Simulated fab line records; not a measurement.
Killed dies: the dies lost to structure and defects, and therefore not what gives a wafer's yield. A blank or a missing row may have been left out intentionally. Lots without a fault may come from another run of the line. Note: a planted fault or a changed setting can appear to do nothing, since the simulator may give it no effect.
Comparing a struck lot with a sound one + flow gf180mcu + 22 steps out of a route of 602
Sound: wafers L579.1, L579.2, L579.3. Struck: wafers L589.1, L589.2, L589.3. The cause is named last.
For every step that has rows: the tool of each side, followed by ch and its chambers, followed by its first start. Under that, the readings that differ: sound wafers + struck wafers + difference of the means + sigmas: that difference in standard deviations of wafers without a fault.
alike: readings with means less than 2 such deviations apart, plus words and numbers identical on both sides. not compared: withheld readings, readings lacking a value on some wafer, bounds such as >300 that could conceal the same value, and numbers that have no deviation in the record and whose values overlap.
Wherever a step has rows on one side only, a row that says differs or no value, or a row with sigmas, the two part there. Numbers that don't overlap but have no deviation are shown without sigmas and don't part them. A reading that every wafer of one side lacks parts them only if that side has two wafers or more.

GF_HV_LDD_CD_MEAS_31 targets a cd of 400 nm.
  sound on cd sem-01, day 12 09:22; struck on cd sem-01, day 15 16:13
  alike: cd nm
GF_HV_LDD_OVL_MEAS_32:
  sound on overlay-02, day 12 09:29; struck on overlay-01, day 15 16:20
  alike: HV_LDD_02_OVL
then, 4 steps without rows for these wafers: GF_HV_LDD_IMPLANT_33; GF_HV_LDD_IMPLANT_34; GF_HV_LDD_IMPLANT_35; GF_HV_LDD_IMPLANT_36.
GF_HV_LDD_STRIP_37: strips in O2/N2.
  sound on plasma asher-03 ch 0,1, day 12 10:08; struck on plasma asher-02 ch 0,1, day 15 16:59
  alike: drypump motor current A, heater power w, oes product au, strip time to endpoint s
  not compared: rf hours counter h
GF_HV_LDD_TW_MEAS_38:
  sound on film metro-01, day 12 10:14; struck on film metro-01, day 15 17:05
  alike: HV_LDD_3_TW
then, 4 steps without rows for these wafers: GF_HV_LDD_DEHYDRATE_39 (time 60 s); GF_HV_LDD_HMDS_40 (prime time 60 s); GF_HV_LDD_COAT_41 (resist thk 1000 nm); GF_HV_LDD_SOFTBAKE_42 (time 60 s).
GF_HV_LDD_EXPOSE_43: exposes mask Pplus HV AREA, target cd 400 nm.
  sound on iline stepper-01 ch 0, day 12 20:01; struck on iline stepper-01 ch 0, day 16 03:52
| reading | sound                                           | struck                                          | difference | sigmas |
|---------|-------------------------------------------------|-------------------------------------------------|------------|--------|
| mask    | Pplus_HV_AREA#0 Pplus_HV_AREA#0 Pplus_HV_AREA#0 | Pplus_LV_AREA#0 Pplus_LV_AREA#0 Pplus_LV_AREA#0 | differs    |        |
  alike: reticle temp C
then, 2 steps without rows for these wafers: GF_HV_LDD_PEB_44; GF_HV_LDD_DEVELOP_45 (develop time 60 s).
GF_HV_LDD_CD_MEAS_46 targets a cd of 400 nm.
  sound on cd sem-01, day 13 05:49; struck on cd sem-02, day 16 14:29
| reading    | sound             | struck | difference                    | sigmas |
|------------|-------------------|--------|-------------------------------|--------|
| cd nm (nm) | 399.9 399.3 399.5 | - - -  | no value on the struck wafers |        |
GF_HV_LDD_OVL_MEAS_47:
  sound on overlay-02, day 13 05:56; struck on overlay-01, day 16 14:37
| reading            | sound         | struck | difference                    | sigmas |
|--------------------|---------------|--------|-------------------------------|--------|
| HV_LDD_03_OVL (nm) | -0.3 0.7 -1.9 | - - -  | no value on the struck wafers |        |
following that, these wafers have no rows for 1 step: GF_HV_LDD_IMPLANT_48.
GF_HV_LDD_STRIP_49: strips in O2/N2.
  sound on plasma asher-04 ch 0,1, day 13 06:08; struck on plasma asher-02 ch 0,1, day 16 14:48
  alike: drypump motor current A, heater power w, oes product au, strip time to endpoint s
  not compared: rf hours counter h
GF_HV_LDD_TW_MEAS_50:
  sound on film metro-02, day 13 06:14; struck on film metro-03, day 16 14:54
| reading     | sound       | struck   | difference | sigmas      |
|-------------|-------------|----------|------------|-------------|
| HV_LDD_4_TW | 577 573 576 | 30 30 30 | -545       | -99 or more |
then, 1 step without rows for these wafers: GF_HV_LDD_CLEAN_51 (cleans in SC1/SC2, time 150 s).
-- record jumps: 16 days separate the struck wafers' starts on either side; left off in module HV_LDD, taken up again in module PASSIVATION, whose first shown step is the route's number 602 --
GF_PASSIVATION_PROBE_99:
  rows exist in the record for the struck wafers here (prober-02, day 32 13:41), but not for the sound ones

== WHERE THEY PART ==
Last at GF_PASSIVATION_PROBE_99 as far as this record goes, first at GF_HV_LDD_EXPOSE_43.

WHY: the cause the simulator had injected
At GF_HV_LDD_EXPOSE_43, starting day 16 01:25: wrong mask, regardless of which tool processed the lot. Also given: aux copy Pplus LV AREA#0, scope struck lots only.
